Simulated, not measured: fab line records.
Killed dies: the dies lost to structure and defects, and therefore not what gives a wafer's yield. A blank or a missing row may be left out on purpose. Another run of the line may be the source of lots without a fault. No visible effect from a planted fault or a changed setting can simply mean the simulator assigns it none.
Chamber matching / flow sky130 / SKY_VIA3_HDPCVD_00 on hdpcvd-02 has 3 sister chambers
The step deposits SiO2, target thk 1635 nm, time 272.5 s. 3 wafers are shown with their chamber, then 8 later ones without.

== WAFERS, EACH WITH ITS CHAMBER ==
wafer=L427.6; chamber=1; sih4 flow sccm (sccm)=59.93
wafer=L431.3; chamber=2; sih4 flow sccm (sccm)=60.10
wafer=L441.2; chamber=0; sih4 flow sccm (sccm)=59.98

== WAFERS MISSING THEIR CHAMBER ==
wafer=L441.4; sih4 flow sccm (sccm)=60.00
wafer=L441.5; sih4 flow sccm (sccm)=59.95
wafer=L442.3; sih4 flow sccm (sccm)=59.99
wafer=L442.4; sih4 flow sccm (sccm)=59.72
wafer=L442.5; sih4 flow sccm (sccm)=59.93
wafer=L443.1; sih4 flow sccm (sccm)=59.77
wafer=L443.3; sih4 flow sccm (sccm)=60.05
wafer=L443.5; sih4 flow sccm (sccm)=59.71

== THE CHAMBER EACH PASSED THROUGH ==
wafer=L441.4; from the rows above=can't be placed: 0 or 1 or 2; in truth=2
wafer=L441.5; from the rows above=can't be placed: 1 or 0 or 2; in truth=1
wafer=L442.3; from the rows above=can't be placed: 0 or 1 or 2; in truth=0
wafer=L442.4; from the rows above=can't be placed: 1 or 0 or 2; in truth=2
wafer=L442.5; from the rows above=can't be placed: 1 or 0 or 2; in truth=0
wafer=L443.1; from the rows above=can't be placed: 1 or 0 or 2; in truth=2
wafer=L443.3; from the rows above=can't be placed: 2 or 0 or 1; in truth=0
wafer=L443.5; from the rows above=can't be placed: 1 or 0 or 2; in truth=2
Correctly placed: 0 of 8. Unplaceable from these rows: 8, with the true chamber sitting among the candidates in 8. Number placed wrongly: 0.
How it was worked out, from the rows above alone: a wafer's distance from a chamber is the root of the sum, over the readings, of the square of ((its reading less the chamber's mean) divided by the reading's scatter). If the next closest chamber is less than 2 further off than the closest, the wafer can't be placed; otherwise it belongs to the closest. A chamber's mean is the mean of its shown wafers. The scatter (one wafer shown for each chamber): square how far every hidden wafer sits from the nearest shown wafer, average those squares and take the square root.
